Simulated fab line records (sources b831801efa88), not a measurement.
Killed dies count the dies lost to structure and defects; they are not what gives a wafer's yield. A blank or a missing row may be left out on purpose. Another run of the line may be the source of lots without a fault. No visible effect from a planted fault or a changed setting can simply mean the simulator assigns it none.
Matching of chambers ; flow gf180mcu ; rieDiel-04 running GF_V2_ETCH_16: 4 sister chambers
The step etches BARC in N2/H2. 14 wafers are shown with their chamber, then 7 later ones without.

== WAFERS, EACH WITH ITS CHAMBER ==
wafer;chamber;drypumpMotorCurrentA (A);throttleValvePct (%);oesProductAu (a.u.)
L077.2;1;5.5;13.212;0.867
L077.3;3;5.6;13.244;0.851
L077.6;3;5.6;13.219;0.862
L079.1;3;5.5;13.214;0.855
L079.3;0;5.7;13.222;0.856
L079.4;2;6.4;13.234;0.853
L084.3;3;5.5;13.227;0.858
L084.4;1;5.5;13.233;0.852
L084.6;0;5.7;13.232;0.863
L088.4;3;5.5;13.219;0.854
L088.5;2;6.4;13.230;0.858
L088.6;1;5.5;13.222;0.853
L092.2;1;5.5;13.225;0.861
L092.3;0;5.7;13.231;0.864

SIGNATURES, as means of the wafers listed above
reading;chamber 0;chamber 1;chamber 2;chamber 3;scatter within a chamber
drypumpMotorCurrentA;5.700;5.500;6.400;5.540;0.0346
throttleValvePct;13.22833;13.22300;13.23200;13.22460;0.00923
oesProductAu;0.86100;0.85825;0.85550;0.85600;0.00521
Rule: for each reading, subtract the chamber's mean from the wafer's reading, divide by that reading's scatter and square the result; add these up over the readings and take the root, which gives the wafer's distance from the chamber. If the next closest chamber is less than 2 further off than the closest, the wafer can't be placed; otherwise it belongs to the closest. How the scatter is found: for the shown wafers, subtract from each reading the mean of its chamber, square and add these, divide the total by (wafers less chambers), then take the root.

== WAFERS WHOSE CHAMBER IS MISSING ==
wafer;drypumpMotorCurrentA (A);throttleValvePct (%);oesProductAu (a.u.)
L092.4;5.6;13.224;0.856
L094.1;5.7;13.222;0.854
L094.4;5.5;13.236;0.860
L094.5;5.5;13.223;0.857
L095.1;5.5;13.236;0.857
L095.4;5.5;13.225;0.853
L095.5;6.4;13.226;0.861

== THE CHAMBER EACH PASSED THROUGH ==
wafer;from the rows above;in truth
L092.4;can't be placed: 3 or 1 or 0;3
L094.1;0;0
L094.4;can't be placed: 1 or 3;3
L094.5;can't be placed: 1 or 3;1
L095.1;can't be placed: 1 or 3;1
L095.4;can't be placed: 1 or 3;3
L095.5;2;2
Correct placement for 2 of the 7. Can't be placed from these rows: 5 (the true chamber is among the candidates in 5). 0 placed wrongly.
